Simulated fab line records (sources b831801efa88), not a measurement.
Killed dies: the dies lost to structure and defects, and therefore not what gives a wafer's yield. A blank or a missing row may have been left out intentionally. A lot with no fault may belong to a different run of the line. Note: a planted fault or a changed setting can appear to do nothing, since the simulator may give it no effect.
Which of the tools did it? + flow sky130 + Sampling: 7 lots, 21 wafers, 2 of 708 route steps

## WHAT THE GAUGES SHOWED, per wafer
SKY_CONTACT_RS_MEAS_25: measurement is done with a four-point probe.
| lot  | measured     | on           | CONTACT_W_RS (ohm/sq)               |
|------|--------------|--------------|-------------------------------------|
| L611 | day 32 17:46 | filmMetro-01 | 0.339 0.336 0.335                   |
| L613 | day 34 03:11 | filmMetro-01 | 0.337 0.338 0.338                   |
| L617 | day 34 15:58 | filmMetro-02 | 0.336 0.339 0.336                   |
| L619 | day 34 23:20 | filmMetro-04 | 0.335 0.339 0.332                   |
| L623 | day 36 11:34 | filmMetro-02 | 0.425 0.425 0.335 0.425 0.425 0.336 |
| L627 | day 37 22:04 | filmMetro-02 | 0.348 0.343 0.341                   |
| L631 | day 38 21:22 | filmMetro-01 | 0.341 0.339 0.336                   |

## WHAT TOOL EACH LOT RAN ON (gives the tool, then ch and the chambers of the sampled wafers, and finally the start)
| lot  | SKY_CONTACT_CVD_24           |
|------|------------------------------|
| L611 | cvdW-01 ch 0,1, day 32 17:38 |
| L613 | cvdW-01 ch 0,1, day 34 03:03 |
| L617 | cvdW-01 ch 0,1, day 34 15:50 |
| L619 | cvdW-01 ch 0, day 34 23:13   |
| L623 | cvdW-02 ch 0,1, day 36 11:27 |
| L627 | cvdW-01 ch 0,1, day 37 21:57 |
| L631 | cvdW-01 ch 0,1, day 38 21:16 |
- SKY_CONTACT_CVD_24: deposits W, target thk 340 nm, time 102.12 s.

## THE ANSWER, worked out from the rows above alone
Rule: what is usual is taken from the lots themselves. Put in order of their means at a reading, lots are off if they are a third of the lots or fewer, leave a main group of 4 or more, and stand apart from it by a gap of 3 or more times the standard deviation of the main group's means; of several such gaps the widest counts. A main group whose means are all the same, to the digits that the tables above print for the reading, isn't used. Also off: a lot with no number at a reading for which 4 or more lots have one. Where the step has rows for the other lots, those lots are counted as sound.
Off: at SKY_CONTACT_RS_MEAS_25 (CONTACT_W_RS), L623. The main group: mean 0.338 ohm/sq, standard deviation 0.0028.
A tool fits if, at a process step before that reading, it ran every lot that is off, and no sound lot after the first of them. Those tools and the gauges at SKY_CONTACT_RS_MEAS_25 are tried in the same way. One fits: SKY_CONTACT_CVD_24 on cvdW-02. It ran no sound lot before its first lot that is off in this sample, so the start can't be narrowed down.

## WHAT WAS PUT IN BY THE SIMULATOR
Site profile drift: cvdW-02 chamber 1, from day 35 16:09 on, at SKY_CONTACT_CVD_24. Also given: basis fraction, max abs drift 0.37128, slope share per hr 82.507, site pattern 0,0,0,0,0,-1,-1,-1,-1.
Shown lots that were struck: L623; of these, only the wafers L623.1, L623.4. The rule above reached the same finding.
